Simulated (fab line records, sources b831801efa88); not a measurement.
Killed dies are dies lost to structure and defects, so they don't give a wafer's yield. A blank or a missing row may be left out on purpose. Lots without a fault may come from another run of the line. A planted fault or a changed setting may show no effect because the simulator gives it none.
Which tool did it? | flow sky130 | 11 lots, 33 wafers sampled, at 5 steps of a route of 708

WHAT THE GAUGES READ, wafer by wafer
SKY_METAL4_OVL_MEAS_14.
lot  | measured     | on         | METAL4_OVL (nm)
L391 | day 41 21:19 | overlay-01 | 0 3 8
L392 | day 42 04:25 | overlay-01 | 1 -8 -7
L396 | day 43 02:37 | overlay-02 | 3 0 7
L397 | day 43 10:43 | overlay-01 | 4 1 -1
L398 | day 43 21:13 | overlay-02 | -3 4 1
L399 | day 44 02:58 | overlay-02 | -9 2 -3
L400 | day 44 10:10 | overlay-01 | -3 -1 -3
L410 | day 47 03:25 | overlay-01 | -6 -11 -9
L411 | day 47 05:13 | overlay-01 | 3 -7 1
L413 | day 47 15:48 | overlay-01 | -4 -5 0
L414 | day 47 22:31 | overlay-02 | -3 0 -8

SKY_VIA4_THK_MEAS_01.
lot  | measured     | on            | VIA4_HDPCVD_THK (nm)
L391 | day 41 22:26 | film_metro-02 | 1759 1781 1768
L392 | day 42 05:41 | film_metro-02 | 1737 1757 1746
L396 | day 43 03:53 | film_metro-03 | 1728 1761 1750
L397 | day 43 11:50 | film_metro-03 | 1728 1752 1765
L398 | day 43 22:23 | film_metro-03 | 1750 1728 1761
L399 | day 44 04:08 | film_metro-03 | 1741 1742 1737
L400 | day 44 11:26 | film_metro-03 | 1724 1734 1754
L410 | day 47 04:33 | film_metro-03 | 2631 1719 1752
L411 | day 47 06:22 | film_metro-01 | 1763 1747 2651
L413 | day 47 16:56 | film_metro-01 | 1744 1748 1737
L414 | day 47 23:40 | film_metro-03 | 1807 1784 1751

WHICH TOOL RAN EACH LOT (tool, then ch and the chambers of the sampled wafers, then the start)
lot  | SKY_VIA3_CMP_24               | SKY_METAL4_ETCH_16                | SKY_VIA4_HDPCVD_00
L391 | cmp-02 ch 1,2, day 39 19:25   | rie_metal-03 ch 0, day 41 21:22   | hdpcvd-02 ch 1,2, day 41 22:15
L392 | cmp-02 ch 0,1,3, day 40 03:22 | rie_metal-02 ch 0, day 42 04:33   | hdpcvd-02 ch 1,2, day 42 05:30
L396 | cmp-02 ch 0,1, day 41 01:12   | rie_metal-02 ch 0, day 43 02:45   | hdpcvd-02 ch 0,2, day 43 03:42
L397 | cmp-02 ch 1,2,3, day 41 11:00 | rie_metal-03 ch 0,1, day 43 10:47 | hdpcvd-02 ch 0,1,2, day 43 11:40
L398 | cmp-01 ch 2,3, day 41 21:47   | rie_metal-01 ch 0,1, day 43 21:18 | hdpcvd-01 ch 0,1,2, day 43 22:11
L399 | cmp-01 ch 1,2,3, day 42 03:20 | rie_metal-02 ch 0,1, day 44 03:02 | hdpcvd-02 ch 0,1, day 44 03:58
L400 | cmp-02 ch 0,3, day 42 10:11   | rie_metal-01 ch 0,1, day 44 10:14 | hdpcvd-01 ch 0,1, day 44 11:15
L410 | cmp-02 ch 0,1,3, day 45 08:30 | rie_metal-02 ch 0,1, day 47 03:29 | hdpcvd-02 ch 0,1,2, day 47 04:22
L411 | cmp-02 ch 0,1,2, day 45 09:45 | rie_metal-01 ch 0,1, day 47 05:17 | hdpcvd-02 ch 0,1,2, day 47 06:11
L413 | cmp-01 ch 1,3, day 45 23:14   | rie_metal-01 ch 0,1, day 47 15:52 | hdpcvd-01 ch 0,2, day 47 16:46
L414 | cmp-02 ch 0,2,3, day 46 05:58 | rie_metal-03 ch 0,1, day 47 22:35 | hdpcvd-01 ch 0,2, day 47 23:28
- SKY_VIA3_CMP_24: polishes, stops on SiO2, t overpolish 20 s, target thk 0 nm.
- SKY_METAL4_ETCH_16: etches BARC in N2/H2, stops on SiO2, time 88.2 s, target depth 60 nm.
- SKY_VIA4_HDPCVD_00: deposits SiO2, target thk 1750 nm, time 291.7 s.

WHAT THE TOOLS THEMSELVES READ (means of the sampled wafers that have a number; where no wafer has one, the mark that the record gives instead)
SKY_VIA3_CMP_24.
lot  | tool   | head_pressure_psi (psi) | motor_current_A (A) | overpolish_run_s (s) | slurry_flow_ml_min | time_to_endpoint_s (s)
L391 | cmp-02 | 3.504                   | 12.1                | 20.003               | 149.8              | 94
L392 | cmp-02 | 3.500                   | 11.4                | 20.002               | 150.0              | 98
L396 | cmp-02 | 3.503                   | 11.8                | 20.000               | 150.5              | 96
L397 | cmp-02 | 3.494                   | 11.8                | 19.990               | 150.0              | 91
L398 | cmp-01 | 3.499                   | 10.2                | 20.004               | 150.5              | 96
L399 | cmp-01 | 3.503                   | 10.4                | 20.003               | 150.1              | 93
L400 | cmp-02 | 3.505                   | 11.3                | 19.999               | 149.8              | 94
L410 | cmp-02 | 3.502                   | 11.1                | 20.005               | 150.0              | 94
L411 | cmp-02 | 3.502                   | 12.3                | 19.997               | 150.0              | 98
L413 | cmp-01 | 3.500                   | 10.6                | 19.999               | 149.8              | 99
L414 | cmp-02 | 3.503                   | 12.0                | 20.001               | 150.2              | 96

SKY_METAL4_ETCH_16.
lot  | tool         | drypump_motor_current_A (A) | oes_product_au (a.u.) | throttle_valve_pct (%)
L391 | rie_metal-03 | 6.1                         | 0.624                 | 13.207
L392 | rie_metal-02 | 4.7                         | 0.624                 | 13.200
L396 | rie_metal-02 | 4.8                         | 0.626                 | 13.208
L397 | rie_metal-03 | 5.4                         | 0.626                 | 13.209
L398 | rie_metal-01 | 5.8                         | 0.623                 | 13.204
L399 | rie_metal-02 | 5.4                         | 0.623                 | 13.201
L400 | rie_metal-01 | 5.7                         | 0.623                 | 13.201
L410 | rie_metal-02 | 5.1                         | 0.622                 | 13.205
L411 | rie_metal-01 | 5.7                         | 0.623                 | 13.201
L413 | rie_metal-01 | 5.7                         | 0.624                 | 13.201
L414 | rie_metal-03 | 5.4                         | 0.627                 | 13.202

SKY_VIA4_HDPCVD_00.
lot  | tool      | sih4_flow_sccm (sccm)
L391 | hdpcvd-02 | 60.04
L392 | hdpcvd-02 | 60.08
L396 | hdpcvd-02 | 59.74
L397 | hdpcvd-02 | 60.14
L398 | hdpcvd-01 | 60.09
L399 | hdpcvd-02 | 59.99
L400 | hdpcvd-01 | 59.95
L410 | hdpcvd-02 | 69.91
L411 | hdpcvd-02 | 70.02
L413 | hdpcvd-01 | 59.89
L414 | hdpcvd-01 | 60.01

THE ANSWER, worked out from the rows above alone
Rule: what is usual is taken from the lots themselves. Put in order of their means at a reading, lots are off if they are a third of the lots or fewer, leave a main group of 4 or more, and stand apart from it by a gap of 3 or more times the standard deviation of the main group's means; of several such gaps the widest counts. A main group whose means are all the same, to the digits that the tables above print for the reading, isn't used. A lot without any number at a reading at which 4 lots or more have one is off too. The other lots that the step has rows for count as sound. The gauges are gone through in route order, then the tools' own readings, and for those a lot's mean is taken as printed above. The first step at which some lot is off is used, and at that step the reading that is off furthest; a lot without a number counts as furthest.
Off: L410, L411, at SKY_VIA4_THK_MEAS_01 (VIA4_HDPCVD_THK). The main group: mean 1751 nm, standard deviation 14.
A tool fits if, at a process step before that reading, it ran every lot that is off, and no sound lot after the first of them. The gauges at SKY_VIA4_THK_MEAS_01 aren't tried: what is off there is off at SKY_VIA4_HDPCVD_00 too, on other tools, and a gauge's error can't cause that. One fits: hdpcvd-02 at SKY_VIA4_HDPCVD_00. Its last sound lot is L399 (day 44 03:58), its first lot that is off L410 (day 47 04:22): a fault that began between those two fits.
The tool's own readings at SKY_VIA4_HDPCVD_00 bear it out: on the lots that are off they differ by more than 5 times the standard deviation of the sound lots' means. sih4_flow_sccm reads 69.97 sccm there against 59.99 sccm on the sound lots.

WHAT THE SIMULATOR HAD PUT IN
Process parameter drift: hdpcvd-02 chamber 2, from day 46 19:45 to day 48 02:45, at SKY_VIA4_HDPCVD_00. Setting sih4_flow_sccm, moved by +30, from 60. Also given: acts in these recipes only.
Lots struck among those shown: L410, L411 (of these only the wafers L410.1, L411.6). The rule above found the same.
